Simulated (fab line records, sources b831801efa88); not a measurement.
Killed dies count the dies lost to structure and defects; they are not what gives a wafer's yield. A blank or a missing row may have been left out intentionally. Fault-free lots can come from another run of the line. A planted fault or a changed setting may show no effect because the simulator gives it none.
Commonality check across tools | flow sky130 | 12 lots and 42 wafers in the sample

WHAT PROMPTED THE OPENING
2 of 12 lots carry a flag on the reading VIA4_W_RS at SKY_VIA4_RS_MEAS_19. Wafers without a fault read 0.2250 ohm/sq, standard deviation 0.003.
Rule: flag the lot when none of its wafers has a number, or when each of its wafers that has one lies beyond 4 standard deviations from that mean. All remaining lots are regarded as sound.

lot  | measured     | on           | VIA4_W_RS (ohm/sq), wafer by wafer        | flag
L943 | day 43 11:02 | filmMetro-02 | 0.2255 0.2248 0.2251                      | 
L945 | day 44 05:45 | filmMetro-03 | 0.2254 0.2283 0.2266                      | 
L946 | day 44 07:45 | filmMetro-02 | 0.2187 0.2223 0.2220                      | 
L947 | day 44 13:37 | filmMetro-03 | 0.2250 0.2263 0.2266                      | 
L948 | day 44 16:19 | filmMetro-02 | 0.2258 0.2270 0.2250                      | 
L950 | day 45 02:42 | filmMetro-03 | 0.2276 0.2260 0.2262                      | 
L952 | day 45 03:50 | filmMetro-03 | 0.1136 0.1124 0.1134 0.1134 0.1123 0.1133 | FLAGGED
L955 | day 45 22:14 | filmMetro-02 | 0.2157 0.2218 0.2198                      | 
L958 | day 47 13:09 | filmMetro-02 | 0.1124 0.1122 0.1136 0.1125 0.1121 0.1133 | FLAGGED
L963 | day 48 05:36 | filmMetro-03 | 0.2246 0.2262 0.2232                      | 
L964 | day 48 11:07 | filmMetro-03 | 0.2264 0.2269 0.2284                      | 
L966 | day 48 16:24 | filmMetro-03 | 0.2246 0.2252 0.2275                      | 
The mean of the flagged lots' numbers is 0.1129 ohm/sq, -0.1121 ohm/sq from the usual (-37 standard deviations).

EACH LOT AND THE TOOL IT RAN ON
Before the reading, the record contains 3 process steps out of a 708-step route. Each cell gives the tool, then ch followed by the chambers the sampled wafers passed through, then the start.
lot  | flag    | SKY_CAP2M_STRIP_14                  | SKY_METAL4_ETCH_16               | SKY_VIA4_CVD_18
L943 |         | plasmaAsher-04 ch 0,1, day 41 09:35 | rieMetal-02 ch 0,1, day 42 10:00 | cvdW-02 ch 0,1, day 43 10:53
L945 |         | plasmaAsher-01 ch 0,1, day 42 06:22 | rieMetal-01 ch 0,1, day 43 05:46 | cvdW-02 ch 0,1, day 44 05:35
L946 |         | plasmaAsher-04 ch 0, day 42 08:58   | rieMetal-02 ch 0,1, day 43 07:07 | cvdW-01 ch 0,1, day 44 07:35
L947 |         | plasmaAsher-04 ch 0,1, day 42 12:37 | rieMetal-01 ch 0,1, day 43 12:25 | cvdW-02 ch 0,1, day 44 13:26
L948 |         | plasmaAsher-01 ch 1, day 42 16:50   | rieMetal-02 ch 1, day 43 16:22   | cvdW-02 ch 0,1, day 44 16:08
L950 |         | plasmaAsher-01 ch 0,1, day 43 03:30 | rieMetal-04 ch 0,1, day 44 02:30 | cvdW-02 ch 0,1, day 45 02:33
L952 | FLAGGED | plasmaAsher-04 ch 0,1, day 43 06:04 | rieMetal-04 ch 0,1, day 44 03:58 | cvdW-02 ch 0,1, day 45 03:23
L955 |         | plasmaAsher-02 ch 0,1, day 44 00:29 | rieMetal-01 ch 0,1, day 44 23:01 | cvdW-01 ch 0,1, day 45 22:04
L958 | FLAGGED | plasmaAsher-04 ch 0,1, day 45 15:57 | rieMetal-01 ch 0,1, day 46 13:34 | cvdW-02 ch 1, day 47 12:22
L963 |         | plasmaAsher-01 ch 0,1, day 46 09:23 | rieMetal-01 ch 0,1, day 47 08:46 | cvdW-02 ch 0,1, day 48 05:26
L964 |         | plasmaAsher-02 ch 0, day 46 16:24   | rieMetal-01 ch 0,1, day 47 13:49 | cvdW-02 ch 0,1, day 48 10:56
L966 |         | plasmaAsher-04 ch 0,1, day 46 22:27 | rieMetal-01 ch 0,1, day 47 19:49 | cvdW-02 ch 0,1, day 48 16:14
What is done by these steps:
- SKY_CAP2M_STRIP_14: strips in O2/N2.
- SKY_METAL4_ETCH_16: etches BARC in N2/H2, stops on SiO2, time 88.2 s, target depth 60 nm.
- SKY_VIA4_CVD_18: deposits W, target thk 505 nm, time 152.14 s.
- SKY_VIA4_RS_MEAS_19: measures by four-point-probe.

FLAGGED AGAINST TOTAL, ONE TOOL AT A TIME (gauges that did the reading follow at the end)
step                | tool           | lots run | flagged | share of the flagged lots | sound lots run after its first flagged lot
SKY_CAP2M_STRIP_14  | plasmaAsher-01 | 4        | 0       | none                      | -
SKY_CAP2M_STRIP_14  | plasmaAsher-02 | 2        | 0       | none                      | -
SKY_CAP2M_STRIP_14  | plasmaAsher-04 | 6        | 2       | all                       | 1 (L966)
SKY_METAL4_ETCH_16  | rieMetal-01    | 7        | 1       | some                      | 3 (L963,L964,L966)
SKY_METAL4_ETCH_16  | rieMetal-02    | 3        | 0       | none                      | -
SKY_METAL4_ETCH_16  | rieMetal-04    | 2        | 1       | some                      | 0
SKY_VIA4_CVD_18     | cvdW-01        | 2        | 0       | none                      | -
SKY_VIA4_CVD_18     | cvdW-02        | 10       | 2       | all                       | 3 (L963,L964,L966)
SKY_VIA4_RS_MEAS_19 | filmMetro-02   | 5        | 1       | some                      | 0
SKY_VIA4_RS_MEAS_19 | filmMetro-03   | 7        | 1       | some                      | 3 (L963,L964,L966)

WHAT IS ALLOWED BY THE TABLE
In 2 table rows, all flagged lots were run: plasmaAsher-04 (SKY_CAP2M_STRIP_14), cvdW-02 (SKY_VIA4_CVD_18).
- plasmaAsher-04 at SKY_CAP2M_STRIP_14: 2 of its 6 lots flagged. Sound lots ran on it after the first flagged one (L966), which a lasting fault on the whole tool wouldn't allow.
- cvdW-02 at SKY_VIA4_CVD_18: 2 of its 10 lots flagged. Sound lots ran on it after the first flagged one (L963, L964, L966), which a lasting fault on the whole tool wouldn't allow.
None of the table's rows ran every flagged lot and, after the first, no sound lot.

WHAT THE SIMULATOR HAD INSERTED
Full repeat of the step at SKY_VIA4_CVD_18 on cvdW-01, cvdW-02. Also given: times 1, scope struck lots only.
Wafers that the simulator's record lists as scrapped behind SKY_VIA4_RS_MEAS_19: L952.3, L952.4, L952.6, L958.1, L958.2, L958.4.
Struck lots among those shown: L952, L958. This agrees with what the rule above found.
